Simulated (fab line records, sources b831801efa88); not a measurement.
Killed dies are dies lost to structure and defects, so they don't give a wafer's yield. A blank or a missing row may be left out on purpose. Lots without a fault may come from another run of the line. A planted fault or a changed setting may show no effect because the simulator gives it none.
fab line records | flow sfq_line
record lots=5 wafers=23
route steps=325 shown L0@7 L0V@20 I0@44 M1@62 I1@77 M2@89 I2@110
start_h: hours from the record's first day to the start of the lot's first wafer shown | wait_h: hours since the lot's step before | " the same as in the row above | L1.1+2: a row that stands for several wafers | - no value, or no start given | * or withheld: withheld | < > ~ a bound
route shown NAME@n: a module of which the file shows steps, and the number in the route of the first | usual: mean/standard deviation of fault-free wafers | same: alike in all rows | chamber/n: place in a boat | sites: the reading at each site | _std_site: their standard deviation | _edge_site: outer sites' mean less inner sites' | radius_mm: how far each site lies from the wafer's centre | mask NAME#n: copy n | behind: the tool/chamber that last shaped the wafer | hold: why the lot was held/for how many hours/how that ended | device: the transistor (n, p or np) that didn't switch | end of line: the same wafers' tests at the end of the route | a step without rows: its recipe alone | killed: dies lost to structure and defects at the first sort, not the wafer's yield | map: a wafer's dies, x killed, . not, _ none there
set.NAME: the setting as run; set.NAME@STEP: as run at that earlier step | model.NAME: the simulator's own value behind a step, which no gauge read
lots whose settings were changed on purpose; a table a step, a row a wafer
## steps
# step SFQ_TRILAYER_L0_LITHO_COAT_005
# recipe resist=KrF spin_rpm=3000 resist_thk_nm=600
# columns lot.wafer tool chamber start_h wait_h set.spin_rpm model.KrF_of_TRILAYER_L0_LITHO_COAT_005.thk_nm
L074.1 litho_track-02 0 13.04 0.2 3102 590.7
L074.2+6 " 0 " " 3000 599.4
L074.3 " 0 " " 3102 590.5
L074.4 " 0 " " 3102 590.2
L075.3 litho_track-02 0 18.14 0.2 3000 597
L075.4 " 0 " " 3000 599
L075.5 " 0 " " 3000 597.3
L076.2 litho_track-03 0 23.09 0.2 3000 601.7
L076.3+6 " 0 " " 3000 600.7
L076.4 " 0 " " 3000 598.5
L076.5 " 0 " " 3000 599.8
L077.1 litho_track-04 0 28.04 0.2 3000 601.1
L077.3 " 0 " " 3000 600.6
L077.4 " 0 " " 3000 602.4
L077.5 " 0 " " 3000 599.5
L077.6 " 0 " " 3000 599
L083.2 litho_track-04 0 58.09 0.2 2879 613.9
L083.3 " 0 " " 3000 601
L083.4 " 0 " " 3000 600.7
L083.5 " 0 " " 2879 613.6
L083.6 " 0 " " 2879 613.7
# step SFQ_TRILAYER_L0_LITHO_SOFTBAKE_009
# recipe temp_c=withheld time_s=withheld resist=KrF
# step SFQ_TRILAYER_L0_LITHO_EXPOSE_006
# recipe mask_id=L0 na=0.6 source_shape=conventional sigma_outer=0.65 target_cd_nm=2000 dose_mj=14.4
# step SFQ_TRILAYER_L0_LITHO_PEB_008
# recipe peb_temp_c=115 peb_time_s=59.02 resist=KrF
# step SFQ_TRILAYER_L0_LITHO_DEVELOP_007
# recipe time_s=60 resist=KrF
# step SFQ_TRILAYER_L0_BARC_OPEN_METAL_ETCH_010
# recipe mask_material=PR chemistry=O2 target_depth_nm=125 target=BARC icp_w=600 bias_w=80 pressure_mtorr=10 time_s=41.7
# columns lot.wafer tool chamber start_h wait_h set.spin_rpm@TRILAYER_L0_LITHO_COAT_005 model.KrF_of_TRILAYER_L0_LITHO_COAT_005.thk_nm
L074.1 rie_metal-01 0 72.96 0.1 3102 512.8
L074.2 " 1 " " 3000 522.4
L074.3 " 1 " " 3102 513.1
L074.4 " 0 " " 3102 512.1
L074.6 " 1 " " 3000 522
L075.3 rie_metal-01 1 83.32 0.1 3000 521.7
L075.4 " 0 " " 3000 522.4
L075.5 " 0 " " 3000 520.4
L076.2 rie_metal-01 1 93.04 0.1 3000 525.6
L076.3 " 1 " " 3000 524.8
L076.4 " 0 " " 3000 521.1
L076.5 " 0 " " 3000 522.8
L076.6 " 1 " " 3000 524.7
L077.1 rie_metal-04 0 102.56 0.1 3000 524.2
L077.3 " 1 " " 3000 523.8
L077.4 " 0 " " 3000 525.5
L077.5 " 0 " " 3000 522.7
L077.6 " 1 " " 3000 522.4
L083.2 rie_metal-01 1 132.56 0.1 2879 536.3
L083.3 " 0 " " 3000 522.6
L083.4 " 1 " " 3000 523
L083.5 " 1 " " 2879 536
L083.6 " 0 " " 2879 535.4
# step SFQ_TRILAYER_L0_VIA_LITHO_EXPOSE_014
# recipe mask_id=L0V na=0.6 source_shape=conventional sigma_outer=0.65 target_cd_nm=700 dose_mj=21.3
# columns lot.wafer tool chamber start_h wait_h mask set.dose_mj
L074.1+2 krf_scanner-02 0 145.46 - L0V#0 19.73
L074.3+4+6 " 0 " " L0V#0 21.3
L075.3+4+5 krf_scanner-01 0 158.08 - L0V#0 21.3
L076.2+3+4+5+6 krf_scanner-01 0 169.88 - L0V#0 21.3
L077.1+5+6 krf_scanner-01 0 181.54 - L0V#0 19.79
L077.3+4 " 0 " " L0V#0 21.3
L083.2+4+6 krf_scanner-02 0 226.44 - L0V#0 21.3
L083.3+5 " 0 " " L0V#0 20.23
# step SFQ_TRILAYER_L0_VIA_LITHO_PEB_016
# recipe peb_temp_c=115 peb_time_s=60 resist=KrF
# step SFQ_TRILAYER_L0_VIA_LITHO_DEVELOP_015
# recipe time_s=60 resist=KrF
# step SFQ_TRILAYER_L0_VIA_BARC_OPEN_VIA_ETCH_021
# recipe mask_material=PR chemistry=O2 target_depth_nm=125 target=BARC source_w=500 bias_w=80 pressure_mtorr=30 time_s=41.7
# columns lot.wafer tool chamber start_h wait_h set.dose_mj@TRILAYER_L0_VIA_LITHO_EXPOSE_014 model.L0V.cd_nm
L074.1 rie_diel-02 0 147.00 0.0 19.73 689
L074.2 " 3 " " 19.73 689.1
L074.3 " 2 " " 21.3 702.3
L074.4 " 1 " " 21.3 700.3
L074.6 " 2 " " 21.3 702.1
L075.3 rie_diel-04 1 159.22 0.0 21.3 695.5
L075.4 " 0 " " 21.3 698.2
L075.5 " 2 " " 21.3 697.2
L076.2 rie_diel-02 0 171.22 0.0 21.3 699.1
L076.3 " 1 " " 21.3 699.4
L076.4+6 " 3 " " 21.3 700.4
L076.5 " 0 " " 21.3 698.9
L077.1 rie_diel-01 0 183.07 0.0 19.79 688.2
L077.3 " 1 " " 21.3 702.4
L077.4 " 2 " " 21.3 703.8
L077.5 " 3 " " 19.79 688.9
L077.6 " 2 " " 19.79 691.6
L083.2 rie_diel-01 3 227.77 0.0 21.3 699.8
L083.3 " 0 " " 20.23 691.1
L083.4 " 1 " " 21.3 700.7
L083.5 " 2 " " 20.23 692.5
L083.6 " 3 " " 21.3 700.4
# step SFQ_TRILAYER_I0_CMP_CMP_028
# recipe material=SiO2 down_force_psi=3 platen_rpm=60 pad_velocity_m_s=0.94248
# columns lot.wafer tool chamber start_h wait_h set.leave_above_ref_nm model.SiO2_of_TRILAYER_I0_DEP_PECVD_027.thk_nm
L074.2 cmp-02 1 243.66 0.0 200 201
L074.3 " 2 " " 200 198.7
L074.4 " 3 " " 200 198.6
L074.1 " 0 " " 200 199.4
L074.6 " 2 246.16 2.5 200 198.9
L075.3 cmp-02 3 255.84 0.5 200 199.9
L075.4 " 1 " " 200 199.7
L075.5 " 2 " " 200 200.5
L076.3 cmp-01 0 264.94 0.0 187.1 187.4
L076.2 " 1 " " 200 199.4
L076.4 " 2 " " 187.1 187
L076.5 " 0 266.94 2.0 187.1 187.7
L076.6 " 1 " " 200 199.2
L077.4 cmp-01 2 278.17 0.0 210.6 209.7
L077.3 " 0 279.17 1.0 200 199
L077.1 " 1 " " 210.6 210.6
L077.5 " 2 " " 210.6 210
L077.6 " 3 " " 200 200
L083.3 cmp-02 2 342.18 4.8 194.4 194.1
L083.4 " 0 343.18 5.8 200 199.7
L083.2 " 1 " " 194.4 194.6
L083.5 " 2 " " 200 199.1
L083.6 " 3 " " 194.4 192.9
# step SFQ_TRILAYER_I0_METRO_MEASURE_029
# usual thk_nm=199.9/0.79
# columns lot.wafer tool chamber start_h wait_h set.leave_above_ref_nm@TRILAYER_I0_CMP_CMP_028 thk_nm
L074.1 film_metro-01 - 246.78 0.1 200 199.4
L074.2 " - " " 200 201.0
L074.3 " - " " 200 198.7
L074.4 " - " " 200 198.6
L074.6 " - " " 200 198.6
L075.3 film_metro-04 - 258.86 0.5 200 199.9
L075.4 " - " " 200 199.8
L075.5 " - " " 200 200.7
L076.2 film_metro-02 - 268.26 0.3 200 199.5
L076.3 " - " " 187.1 187.3
L076.4 " - " " 187.1 187.1
L076.5 " - " " 187.1 187.7
L076.6 " - " " 200 199.2
L077.1 film_metro-01 - 281.29 0.1 210.6 210.5
L077.3 " - " " 200 199.1
L077.4 " - " " 210.6 209.6
L077.5 " - " " 210.6 210.0
L077.6 " - " " 200 200.1
L083.2 film_metro-02 - 345.50 0.3 194.4 194.6
L083.3 " - " " 194.4 194.1
L083.4 " - " " 200 199.7
L083.5 " - " " 200 199.3
L083.6 " - " " 194.4 192.9
# step SFQ_TRILAYER_I0_VIA_LITHO_COAT_036
# recipe resist=BARC spin_rpm=3000 resist_thk_nm=62
# columns lot.wafer tool chamber start_h wait_h set.resist_thk_nm model.BARC_of_TRILAYER_I0_VIA_LITHO_COAT_036.thk_nm
L074.1 litho_track-01 0 247.98 1.0 62 61.91
L074.2 " 0 " " 62 62.14
L074.3 " 0 " " 64.38 64.28
L074.4 " 0 " " 62 61.95
L074.6 " 0 " " 64.38 64.4
L075.3 litho_track-02 0 259.76 0.7 62 61.91
L075.4 " 0 " " 62 61.98
L075.5 " 0 " " 62 62.07
L076.2 litho_track-04 0 269.31 0.8 65.26 65.29
L076.3 " 0 " " 62 62
L076.4 " 0 " " 65.26 65.28
L076.5 " 0 " " 62 61.92
L076.6 " 0 " " 65.26 65.09
L077.1 litho_track-02 0 282.49 1.0 62 61.96
L077.3 " 0 " " 62 61.89
L077.4 " 0 " " 62 62.01
L077.5 " 0 " " 62 61.98
L077.6 " 0 " " 62 61.99
L083.2 litho_track-01 0 346.55 0.8 63.49 63.18
L083.3 " 0 " " 62 61.99
L083.4 " 0 " " 63.49 63.32
L083.5 " 0 " " 62 61.88
L083.6 " 0 " " 62 61.8
# step SFQ_TRILAYER_I0_VIA_ETCH_VIA_ETCH_034
# recipe target=SiO2 stop_on=Nb mask_material=PR taper_deg=20 chemistry=CHF3 target_depth_nm=260 source_w=500 bias_w=80 pressure_mtorr=30 time_s=withheld
# usual oes_product_au=0.854/0.0052
# columns lot.wafer tool chamber start_h wait_h set.source_w set.leave_above_ref_nm@TRILAYER_I0_CMP_CMP_028 oes_product_au model.I0.feature_depth_nm
L074.1 rie_diel-04 3 358.55 0.0 525.4 200 0.852 199.8
L074.2 " 2 " " 500 200 0.850 201
L074.3 " 0 " " 525.4 200 0.851 199.1
L074.4 " 1 " " 500 200 0.855 198.6
L074.6 " 2 " " 500 200 0.846 198.8
L075.3 rie_diel-04 0 372.95 0.0 500 200 0.850 199.9
L075.4 " 1 " " 500 200 0.861 199.7
L075.5 " 0 " " 500 200 0.856 200.4
L076.2 rie_diel-04 1 383.75 0.0 500 200 0.859 199.4
L076.3 " 2 " " 500 187.1 0.817 187.3
L076.4 " 0 " " 500 187.1 0.816 187
L076.5 " 1 " " 518.3 187.1 0.828 187.9
L076.6 " 0 " " 518.3 200 0.855 199.5
L077.1 rie_diel-03 0 400.12 0.0 500 210.6 0.884 210.6
L077.3 " 1 " " 544.9 200 0.853 199.7
L077.4 " 1 " " 544.9 210.6 0.878 210.3
L077.5 " 2 " " 544.9 210.6 0.876 210.7
L077.6 " 0 " " 500 200 0.852 200
L083.2 rie_diel-02 3 480.75 0.0 500 194.4 0.853 194.6
L083.3 " 1 " " 500 194.4 0.838 194.1
L083.4 " 0 " " 500 200 0.854 199.7
L083.5 " 3 " " 500 200 0.853 199.1
L083.6 " 0 " " 500 194.4 0.837 192.9
# step SFQ_TRILAYER_M1_LITHO_COAT_044
# recipe resist=BARC spin_rpm=3000 resist_thk_nm=62
# columns lot.wafer tool chamber start_h wait_h set.spin_rpm model.BARC_of_TRILAYER_M1_LITHO_COAT_044.thk_nm
L074.1 litho_track-03 0 359.74 0.1 3000 61.74
L074.2 " 0 " " 2887 63.02
L074.3 " 0 " " 3000 61.68
L074.4 " 0 " " 2887 63.01
L074.6 " 0 " " 3000 61.66
L075.3 litho_track-02 0 374.24 0.1 3000 62.03
L075.4 " 0 " " 3000 62.09
L075.5 " 0 " " 3000 62.21
L076.2 litho_track-03 0 385.01 0.1 3000 61.7
L076.3 " 0 " " 3000 61.66
L076.4 " 0 " " 2907 62.63
L076.5 " 0 " " 2907 62.67
L076.6 " 0 " " 2907 62.86
L077.1+4 litho_track-03 0 401.33 0.1 3222 59.78
L077.3 " 0 " " 3222 59.54
L077.5 " 0 " " 3000 61.94
L077.6 " 0 " " 3000 61.95
L083.2 litho_track-02 0 482.59 0.1 3000 61.86
L083.3 " 0 " " 3224 59.89
L083.4 " 0 " " 3224 59.72
L083.5 " 0 " " 3000 62.02
L083.6 " 0 " " 3224 59.66
# step SFQ_TRILAYER_M1_ETCH_METAL_ETCH_042
# recipe target=Nb stop_on=SiO2 mask_material=PR chemistry=Cl2/Ar target_depth_nm=240 icp_w=600 bias_w=80 pressure_mtorr=10 time_s=120
# columns lot.wafer tool chamber start_h wait_h set.time_s set.leave_above_ref_nm@TRILAYER_I0_CMP_CMP_028 model.KrF_of_TRILAYER_M1_LITHO_COAT_039.thk_nm model.SiO2_of_TRILAYER_I0_DEP_PECVD_027.thk_nm
L074.1 rie_metal-03 0 498.96 0.1 113.5 200 391.8 191.9
L074.2 " 0 " " 113.5 200 390.8 193.5
L074.3 " 0 " " 120 200 381.4 191.2
L074.4 " 0 " " 120 200 383.8 191.1
L074.6 " 0 " " 120 200 383.1 191.3
L075.3 rie_metal-01 0 515.84 0.1 120 200 385.4 192.4
L075.4 " 0 " " 120 200 383.9 192.2
L075.5 " 0 " " 120 200 382.8 192.9
L076.2 rie_metal-03 1 527.70 0.0 120 200 380.7 191.9
L076.3 " 1 " " 120 187.1 378.5 179.8
L076.4 " 0 " " 120 187.1 383.9 179.5
L076.5 " 1 " " 120 187.1 382.4 180.1
L076.6 " 0 " " 120 200 384.3 191.7
L077.1 rie_metal-04 1 542.28 0.1 120 210.6 375.3 203.1
L077.3 " 1 " " 131 200 364 189.3
L077.4 " 1 " " 120 210.6 377.7 202.1
L077.5 " 1 " " 131 210.6 366.5 200.3
L077.6 " 1 " " 131 200 363.7 190.3
L083.2 rie_metal-04 0 624.73 0.0 120 194.4 379.9 187.1
L083.3 " 1 " " 120 194.4 380.5 186.6
L083.4 " 0 " " 120 200 380.1 192.2
L083.5 " 0 " " 129.3 200 367.8 189.7
L083.6 " 1 " " 129.3 194.4 368.4 183.5
# step SFQ_TRILAYER_I1_VIA_LITHO_COAT_054
# recipe resist=BARC spin_rpm=3000 resist_thk_nm=62
# columns lot.wafer tool chamber start_h wait_h set.spin_rpm model.BARC_of_TRILAYER_I1_VIA_LITHO_COAT_054.thk_nm
L074.1+2 litho_track-01 0 505.00 1.0 3000 61.95
L074.3 " 0 " " 3000 61.7
L074.4 " 0 " " 3000 61.93
L074.6 " 0 " " 3000 61.71
L075.3+5 litho_track-01 0 521.88 0.7 3000 61.85
L075.4 " 0 " " 3000 61.97
L076.2 litho_track-04 0 533.06 0.8 3176 60.38
L076.3 " 0 " " 3000 62.12
L076.4 " 0 " " 3000 62.37
L076.5 " 0 " " 3176 60.43
L076.6 " 0 " " 3176 60.68
L077.1 litho_track-04 0 549.95 1.0 3000 61.79
L077.3 " 0 " " 3135 60.52
L077.4 " 0 " " 3000 62
L077.5 " 0 " " 3135 60.46
L077.6 " 0 " " 3000 61.99
L083.2 litho_track-01 0 639.36 0.8 3000 61.82
L083.3 " 0 " " 3000 62.16
L083.4 " 0 " " 3000 61.78
L083.5 " 0 " " 3000 62.11
L083.6 " 0 " " 3000 61.95
# step SFQ_TRILAYER_M2_DEP_SPUTTER_055
# recipe material=Nb base_pressure_pa=1.33e-06 chamber_pressure_pa=0.1333 substrate_temp_c=20 resputter_cathode_voltage_v=400 target_thk_nm=200 power_w=2000 time_s=133.3
# columns lot.wafer tool chamber start_h wait_h set.time_s model.Nb_of_TRILAYER_M2_DEP_SPUTTER_055.thk_nm
L074.1 pvd_sputter-04 - 647.36 0.0 133.3 203
L074.2 " - " " 133.3 202.4
L074.3 " - " " 133.3 202.9
L074.4 " - " " 133.3 199.5
L074.6 " - " " 133.3 202
L075.3 pvd_sputter-04 - 665.36 0.0 133.3 200.1
L075.4 " - " " 133.3 199.9
L075.5 " - " " 133.3 199.3
L076.2 pvd_sputter-06 - 676.16 0.0 133.3 201.7
L076.3 " - " " 133.3 204.1
L076.4 " - " " 133.3 203.7
L076.5 " - " " 133.3 204.2
L076.6 " - " " 133.3 206
L077.1 pvd_sputter-03 - 695.36 0.0 138.5 212.1
L077.3 " - " " 133.3 201
L077.4 " - " " 138.5 211.7
L077.5 " - " " 138.5 212.4
L077.6 " - " " 133.3 202.1
L083.2 pvd_sputter-03 - 777.88 0.0 118.1 179.8
L083.3 " - " " 133.3 202.7
L083.4 " - " " 133.3 202.2
L083.5 " - " " 133.3 203
L083.6 " - " " 118.1 179.4
# step SFQ_M2_RS_MEAS_914
# recipe thk_meas_gauge=four-point-probe reads=Nb_of_TRILAYER_M2_DEP_SPUTTER_055
# usual M2_NB_RS=0.884/0.0084
# columns lot.wafer tool chamber start_h wait_h set.time_s@TRILAYER_M2_DEP_SPUTTER_055 M2_NB_RS[ohm/sq]
L074.1 film_metro-01 - 647.45 0.0 133.3 0.875
L074.2 " - " " 133.3 0.877
L074.3 " - " " 133.3 0.878
L074.4 " - " " 133.3 0.892
L074.6 " - " " 133.3 0.880
L075.3 film_metro-03 - 665.49 0.1 133.3 0.888
L075.4 " - " " 133.3 0.890
L075.5 " - " " 133.3 0.893
L076.2 film_metro-01 - 676.27 0.1 133.3 0.883
L076.3 " - " " 133.3 0.872
L076.4 " - " " 133.3 0.875
L076.5 " - " " 133.3 0.870
L076.6 " - " " 133.3 0.864
L077.1 film_metro-01 - 695.45 0.0 138.5 0.838
L077.3 " - " " 133.3 0.885
L077.4 " - " " 138.5 0.840
L077.5 " - " " 138.5 0.835
L077.6 " - " " 133.3 0.881
L083.2 film_metro-03 - 777.99 0.1 118.1 0.991
L083.3 " - " " 133.3 0.878
L083.4 " - " " 133.3 0.879
L083.5 " - " " 133.3 0.875
L083.6 " - " " 118.1 0.992
# step SFQ_TRILAYER_M2_LITHO_PEB_060
# recipe peb_temp_c=115 peb_time_s=60 resist=KrF
# columns lot.wafer tool chamber start_h wait_h set.peb_temp_c
L074.1+2+6 litho_track-01 0 649.58 1.0 117.8
L074.3+4 " 0 " " 115
L075.3+4+5 litho_track-03 0 667.63 0.7 115
L076.2+4+6 litho_track-02 0 678.40 0.8 112.8
L076.3+5 " 0 " " 115
L077.1+3+5 litho_track-01 0 697.58 1.0 115
L077.4+6 " 0 " " 116.9
L083.2+3+4+5+6 litho_track-02 0 916.19 0.8 115
# step SFQ_TRILAYER_M2_LITHO_DEVELOP_059
# recipe time_s=60 resist=KrF
# step SFQ_TRILAYER_M2_BARC_OPEN_METAL_ETCH_077
# recipe mask_material=PR chemistry=O2 target_depth_nm=125 target=BARC icp_w=600 bias_w=80 pressure_mtorr=10 time_s=41.7
# columns lot.wafer tool chamber start_h wait_h set.peb_temp_c@TRILAYER_M2_LITHO_PEB_060 model.M2.cd_nm
L074.1 rie_metal-02 0 649.91 0.0 117.8 453.6
L074.2 " 1 " " 117.8 454.8
L074.3 " 0 " " 115 498.7
L074.4 " 1 " " 115 500.5
L074.6 " 0 " " 117.8 454
L075.3 rie_metal-01 0 667.93 0.0 115 501.1
L075.4 " 1 " " 115 503.6
L075.5 " 1 " " 115 502.5
L076.2 rie_metal-02 0 678.71 0.0 112.8 543.3
L076.3 " 1 " " 115 501.2
L076.4 " 0 " " 112.8 542.9
L076.5 " 1 " " 115 501.9
L076.6 " 0 " " 112.8 542.8
L077.1 rie_metal-02 1 697.91 0.0 115 501.5
L077.3 " 0 " " 115 499.5
L077.4 " 1 " " 116.9 468.5
L077.5 " 1 " " 115 501
L077.6 " 0 " " 116.9 466.9
L083.2 rie_metal-03 0 916.50 0.0 115 500.3
L083.3 " 1 " " 115 500.2
L083.4 " 0 " " 115 500.5
L083.5 " 1 " " 115 500.1
L083.6 " 0 " " 115 500.7
# step SFQ_TRILAYER_M2_ETCH_METAL_ETCH_060
# recipe target=Nb stop_on=SiO2 mask_material=PR chemistry=Cl2/Ar target_depth_nm=240 icp_w=581.5 bias_w=80 pressure_mtorr=10 time_s=120
# usual oes_product_au=0.897/0.006
# columns lot.wafer tool chamber start_h wait_h set.time_s@TRILAYER_M2_DEP_SPUTTER_055 oes_product_au
L074.1 rie_metal-02 0 649.97 0.0 133.3 0.901
L074.2 " 1 " " 133.3 0.910
L074.3 " 0 " " 133.3 0.902
L074.4 " 1 " " 133.3 0.890
L074.6 " 0 " " 133.3 0.896
L075.3 rie_metal-01 0 668.02 0.1 133.3 0.893
L075.4 " 1 " " 133.3 0.896
L075.5 " 1 " " 133.3 0.888
L076.2 rie_metal-02 0 678.77 0.0 133.3 0.902
L076.3 " 1 " " 133.3 0.899
L076.4 " 0 " " 133.3 0.906
L076.5 " 1 " " 133.3 0.898
L076.6 " 0 " " 133.3 0.903
L077.1 rie_metal-02 1 697.97 0.0 138.5 0.926
L077.3 " 0 " " 133.3 0.900
L077.4 " 1 " " 138.5 0.926
L077.5 " 1 " " 138.5 0.924
L077.6 " 0 " " 133.3 0.899
L083.2 rie_metal-03 0 916.56 0.0 118.1 0.849
L083.3 " 1 " " 133.3 0.897
L083.4 " 0 " " 133.3 0.901
L083.5 " 1 " " 133.3 0.897
L083.6 " 0 " " 118.1 0.841
# step SFQ_TRILAYER_I2_VIA_LITHO_EXPOSE_068
# recipe mask_id=I2 na=0.6 source_shape=conventional sigma_outer=0.65 target_cd_nm=500 dose_mj=21.3
# columns lot.wafer tool chamber start_h wait_h mask set.dose_mj
L074.1+3+4 krf_scanner-01 0 764.23 - I2#0 21.74
L074.2+6 " 0 " " I2#0 21.3
L075.3+4+5 krf_scanner-01 0 765.83 - I2#0 21.3
L076.2+5 krf_scanner-01 0 766.83 - I2#0 21.82
L076.3+4+6 " 0 " " I2#0 21.3
L077.1+3+4+5+6 krf_scanner-01 0 767.83 - I2#0 21.3
L083.2+5+6 krf_scanner-02 0 1050.53 - I2#0 21.3
L083.3+4 " 0 " " I2#0 22.87
## key
split step=SFQ_TRILAYER_L0_LITHO_COAT_005 setting=spin_rpm stated=3000 by=wafer
response step=SFQ_TRILAYER_L0_LITHO_COAT_005 reading=model.KrF_of_TRILAYER_L0_LITHO_COAT_005.thk_nm change=-2.96 per=1% r=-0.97
response step=SFQ_TRILAYER_L0_BARC_OPEN_METAL_ETCH_010 reading=model.KrF_of_TRILAYER_L0_LITHO_COAT_005.thk_nm change=-3.07 per=1% r=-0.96
split step=SFQ_TRILAYER_L0_VIA_LITHO_EXPOSE_014 setting=dose_mj stated=21.3 by=wafer
response step=SFQ_TRILAYER_L0_VIA_BARC_OPEN_VIA_ETCH_021 reading=model.L0V.cd_nm change=+1.78 per=1% r=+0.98
split step=SFQ_TRILAYER_I0_CMP_CMP_028 setting=leave_above_ref_nm stated=200 by=wafer
response step=SFQ_TRILAYER_I0_CMP_CMP_028 reading=model.SiO2_of_TRILAYER_I0_DEP_PECVD_027.thk_nm change=+1.92 per=1% r=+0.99
response step=SFQ_TRILAYER_I0_METRO_MEASURE_029 reading=thk_nm change=+1.92 per=1% r=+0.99
response step=SFQ_TRILAYER_I0_VIA_ETCH_VIA_ETCH_034 reading=oes_product_au change=+0.00523 per=1% r=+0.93
response step=SFQ_TRILAYER_I0_VIA_ETCH_VIA_ETCH_034 reading=model.I0.feature_depth_nm change=+1.93 per=1% r=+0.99
response step=SFQ_TRILAYER_M1_ETCH_METAL_ETCH_042 reading=model.SiO2_of_TRILAYER_I0_DEP_PECVD_027.thk_nm change=+2.01 per=1% r=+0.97
split step=SFQ_TRILAYER_I0_VIA_LITHO_COAT_036 setting=resist_thk_nm stated=62 by=wafer
response step=SFQ_TRILAYER_I0_VIA_LITHO_COAT_036 reading=model.BARC_of_TRILAYER_I0_VIA_LITHO_COAT_036.thk_nm change=+0.609 per=1% r=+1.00
split step=SFQ_TRILAYER_I0_VIA_ETCH_VIA_ETCH_034 setting=source_w stated=500 by=wafer
response none clear
split step=SFQ_TRILAYER_M1_LITHO_COAT_044 setting=spin_rpm stated=3000 by=wafer
response step=SFQ_TRILAYER_M1_LITHO_COAT_044 reading=model.BARC_of_TRILAYER_M1_LITHO_COAT_044.thk_nm change=-0.306 per=1% r=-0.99
split step=SFQ_TRILAYER_M1_ETCH_METAL_ETCH_042 setting=time_s stated=120 by=wafer
response step=SFQ_TRILAYER_M1_ETCH_METAL_ETCH_042 reading=model.KrF_of_TRILAYER_M1_LITHO_COAT_039.thk_nm change=-1.43 per=1% r=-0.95
split step=SFQ_TRILAYER_I1_VIA_LITHO_COAT_054 setting=spin_rpm stated=3000 by=wafer
response step=SFQ_TRILAYER_I1_VIA_LITHO_COAT_054 reading=model.BARC_of_TRILAYER_I1_VIA_LITHO_COAT_054.thk_nm change=-0.306 per=1% r=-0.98
split step=SFQ_TRILAYER_M2_DEP_SPUTTER_055 setting=time_s stated=133.3 by=wafer
response step=SFQ_TRILAYER_M2_DEP_SPUTTER_055 reading=model.Nb_of_TRILAYER_M2_DEP_SPUTTER_055.thk_nm change=+2.09 per=1% r=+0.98
response step=SFQ_M2_RS_MEAS_914 reading=M2_NB_RS change=-0.0102 per=1% r=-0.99
response step=SFQ_TRILAYER_M2_ETCH_METAL_ETCH_060 reading=oes_product_au change=+0.0049 per=1% r=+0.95
split step=SFQ_TRILAYER_M2_LITHO_PEB_060 setting=peb_temp_c stated=115 by=wafer
response step=SFQ_TRILAYER_M2_BARC_OPEN_METAL_ETCH_077 reading=model.M2.cd_nm change=-19.8 per=1% r=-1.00
split step=SFQ_TRILAYER_I2_VIA_LITHO_EXPOSE_068 setting=dose_mj stated=21.3 by=wafer
response none in this file
